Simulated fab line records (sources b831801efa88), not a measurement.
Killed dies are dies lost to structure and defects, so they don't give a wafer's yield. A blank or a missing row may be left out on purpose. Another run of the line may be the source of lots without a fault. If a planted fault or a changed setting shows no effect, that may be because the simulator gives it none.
Which tool was responsible?    flow gf180mcu    24 lots, 72 wafers sampled, at 4 steps of a route of 602

== WHAT EACH GAUGE READ, for each wafer ==
GF_STI_THK_MEAS_22. Usual: STI_OXIDATION_01_THK 14.98 nm, standard deviation 0.23.
lot   measured     on             STI_OXIDATION_01_THK (nm)  flag
L074  day 2 03:56  film metro-01  15.37 14.97 15.30          
L075  day 2 09:02  film metro-01  15.31 15.16 15.04          
L076  day 2 15:04  film metro-02  15.03 15.35 15.21          
L077  day 2 18:44  film metro-03  15.13 15.09 15.21          
L078  day 3 00:07  film metro-03  15.44 15.20 14.95          
L079  day 3 04:40  film metro-01  14.72 14.96 14.51          
L080  day 3 09:26  film metro-03  15.32 15.33 15.46          
L081  day 3 16:12  film metro-03  14.82 14.95 14.92          
L082  day 3 21:49  film metro-02  14.92 15.06 15.15          
L083  day 4 01:29  film metro-02  14.96 15.10 15.01          
L084  day 4 06:20  film metro-03  14.96 14.79 14.87          
L085  day 4 11:16  film metro-01  15.06 15.05 15.19          
L086  day 4 17:22  film metro-02  14.92 14.94 14.87          
L087  day 4 22:50  film metro-02  15.26 15.50 15.34          
L088  day 5 04:26  film metro-03  14.74 14.69 14.87          
L089  day 5 10:02  film metro-02  15.20 15.04 14.98          
L090  day 5 14:00  film metro-01  15.26 15.33 15.10          
L091  day 5 21:41  film metro-03  14.76 14.81 14.97          
L092  day 6 02:28  film metro-03  14.68 14.80 14.90          
L093  day 6 06:51  film metro-03  14.68 14.79 14.82          
L094  day 6 09:57  film metro-01  14.57 14.77 14.88          
L095  day 6 14:59  film metro-01  15.01 14.78 14.83          
L096  day 6 23:26  film metro-01  14.88 14.78 14.79          
L097  day 7 03:03  film metro-02  15.02 15.06 15.04          

GF_V2_CD_MEAS_14 targets a cd of 260 nm. Usual: 260.2 nm for cd nm, sd 1.
lot   measured      on         cd nm (nm)         flag
L074  day 20 01:21  cd sem-01  260.2 260.7 260.1  
L075  day 20 16:13  cd sem-01  259.9 260.2 259.6  
L076  day 21 02:42  cd sem-02  259.3 260.7 260.0  
L077  day 21 06:26  cd sem-02  259.5 259.7 259.6  
L078  day 21 15:47  cd sem-01  262.1 262.2 261.5  
L079  day 21 23:02  cd sem-01  258.4 258.4 259.6  
L080  day 22 14:26  cd sem-01  259.4 259.7 260.1  
L081  day 22 21:10  cd sem-02  260.2 259.0 261.2  
L082  day 23 05:39  cd sem-02  260.1 259.9 258.6  
L083  day 23 10:24  cd sem-02  261.4 263.1 261.6  
L084  day 24 01:20  cd sem-01  260.2 260.0 260.1  
L085  day 24 03:35  cd sem-01  261.3 262.1 261.9  
L086  day 24 22:30  cd sem-01  260.5 260.1 259.4  
L087  day 25 08:29  cd sem-02  259.9 260.0 260.4  
L088  day 25 11:51  cd sem-02  260.0 259.4 259.5  
L089  day 25 16:45  cd sem-01  259.8 261.1 261.2  
L090  day 25 23:23  cd sem-02  260.7 260.7 259.8  
L091  day 26 09:26  cd sem-02  259.0 259.4 257.9  
L092  day 26 16:45  cd sem-01  260.0 259.4 258.9  
L093  day 26 23:23  cd sem-01  261.7 261.5 262.0  
L094  day 27 03:23  cd sem-01  260.9 260.6 260.9  
L095  day 27 12:57  cd sem-01  259.0 258.7 259.7  
L096  day 27 20:06  cd sem-01  260.1 260.2 260.3  
L097  day 28 02:11  cd sem-02  261.5 260.9 260.4  

GF_V2_RS_MEAS_24: a four-point-probe measurement. Usual: V2_W_RS 0.329 ohm/sq, standard deviation 0.0033.
lot   measured      on             V2_W_RS (ohm/sq)   flag
L074  day 20 02:31  film metro-04  0.331 0.330 0.329  
L075  day 20 17:14  film metro-04  0.330 0.331 0.329  
L076  day 21 03:44  film metro-01  0.336 0.335 0.329  
L077  day 21 07:28  film metro-01  0.320 0.322 0.325  
L078  day 21 16:49  film metro-04  0.334 0.334 0.327  
L079  day 22 00:04  film metro-02  0.325 0.331 0.326  
L080  day 22 15:28  film metro-02  0.330 0.326 0.329  
L081  day 22 22:14  film metro-04  0.323 0.326 0.330  
L082  day 23 06:43  film metro-01  0.333 0.337 0.330  
L083  day 23 11:26  film metro-02  0.331 0.322 0.324  
L084  day 24 02:22  film metro-01  0.324 0.326 0.328  
L085  day 24 04:53  film metro-02  0.329 0.332 0.334  
L086  day 24 23:32  film metro-02  0.331 0.330 0.329  
L087  day 25 09:32  film metro-01  0.330 0.326 0.324  
L088  day 25 12:53  film metro-01  0.332 0.327 0.335  
L089  day 25 17:47  film metro-01  0.331 0.326 0.332  
L090  day 26 00:25  film metro-01  0.331 0.331 0.330  
L091  day 26 10:30  film metro-02  0.330 0.329 0.321  
L092  day 26 17:47  film metro-01  0.326 0.334 0.334  
L093  day 27 00:26  film metro-04  0.334 0.334 0.332  
L094  day 27 04:26  film metro-01  0.329 0.329 0.335  
L095  day 27 14:04  film metro-04  0.331 0.327 0.330  
L096  day 27 21:08  film metro-02  0.329 0.330 0.327  
L097  day 28 03:13  film metro-02  0.329 0.332 0.331  

== WHICH TOOL RAN EACH LOT (tool, then ch and the chambers of the sampled wafers, then the start) ==
lot   GF_CONTACT_ETCH_16
L074  rie diel-01 ch 1,2, day 15 21:11
L075  rie diel-04 ch 0,3, day 16 12:39
L076  rie diel-01 ch 0,2,3, day 16 21:14
L077  rie diel-04 ch 0,1,3, day 17 00:57
L078  rie diel-02 ch 2,3, day 17 11:21
L079  rie diel-01 ch 1,3, day 17 16:49
L080  rie diel-01 ch 1,2,3, day 18 08:16
L081  rie diel-04 ch 1,2, day 18 15:58
L082  rie diel-02 ch 2,3, day 19 00:58
L083  rie diel-04 ch 1,2,3, day 19 08:12
L084  rie diel-02 ch 1,2,3, day 19 20:46
L085  rie diel-01 ch 0,2,3, day 20 01:20
L086  rie diel-04 ch 0,1,2, day 20 20:17
L087  rie diel-02 ch 0,1,3, day 21 07:53
L088  rie diel-04 ch 1,2, day 21 11:12
L089  rie diel-02 ch 0,1,3, day 21 16:48
L090  rie diel-02 ch 0,3, day 21 23:35
L091  rie diel-02 ch 0,1,2, day 22 11:32
L092  rie diel-04 ch 0,1,3, day 22 19:43
L093  rie diel-01 ch 1,2, day 23 02:37
L094  rie diel-04 ch 0,2,3, day 23 06:42
L095  rie diel-04 ch 1,3, day 23 18:05
L096  rie diel-02 ch 1,2,3, day 24 02:15
L097  rie diel-01 ch 0,3, day 24 08:50
- GF_CONTACT_ETCH_16: etches BARC in N2/H2.

== WHAT THE TOOLS THEMSELVES READ (means of the sampled wafers that have a number; where no wafer has one, the mark that the record gives instead) ==
GF_CONTACT_ETCH_16. Usual: drypump motor current A 5.6 A, standard deviation 0.43; oes product au 0.854 a.u., standard deviation 0.0047; throttle valve pct 13.226 %, standard deviation 0.0091.
lot   tool         drypump motor current A (A)  oes product au (a.u.)  throttle valve pct (%)  flag
L074  rie diel-01  5.6                          0.850                  13.219                  
L075  rie diel-04  5.1                          0.862                  13.228                  
L076  rie diel-01  5.5                          0.851                  13.222                  
L077  rie diel-04  5.5                          0.852                  13.221                  
L078  rie diel-02  5.5                          0.858                  13.234                  
L079  rie diel-01  5.7                          0.852                  13.226                  
L080  rie diel-01  5.7                          0.853                  13.240                  
L081  rie diel-04  6.2                          0.848                  13.227                  
L082  rie diel-02  5.3                          0.854                  13.227                  
L083  rie diel-04  5.9                          0.858                  13.230                  
L084  rie diel-02  5.5                          0.851                  13.229                  
L085  rie diel-01  5.5                          0.857                  13.217                  
L086  rie diel-04  5.8                          0.857                  13.224                  
L087  rie diel-02  5.3                          0.855                  13.224                  
L088  rie diel-04  6.2                          0.855                  13.231                  
L089  rie diel-02  5.3                          0.855                  13.230                  
L090  rie diel-02  5.2                          0.851                  13.210                  
L091  rie diel-02  5.6                          0.855                  13.226                  
L092  rie diel-04  5.5                          0.856                  13.233                  
L093  rie diel-01  5.6                          0.855                  13.228                  
L094  rie diel-04  5.5                          0.851                  13.230                  
L095  rie diel-04  5.9                          0.857                  13.221                  
L096  rie diel-02  5.5                          0.854                  13.219                  
L097  rie diel-01  5.7                          0.854                  13.233                  

== THE ANSWER, worked out from the rows above alone ==
Rule: lot off if the mean of its wafers having a number is beyond 3 standard deviations from the usual mean. A lot without any number at a reading at which 4 lots or more have one is off too. Where the step has rows for the other lots, those lots are counted as sound. After the gauges, taken in route order, come the tools' own readings; for these a lot's mean is taken, as printed above. At the first step where some lot is off, the reading lying furthest off is the one used; lots without a number count as furthest.
Across all readings shown, no lot is off: no conclusion can be drawn from this.

== WHAT THE SIMULATOR HAD INSERTED ==
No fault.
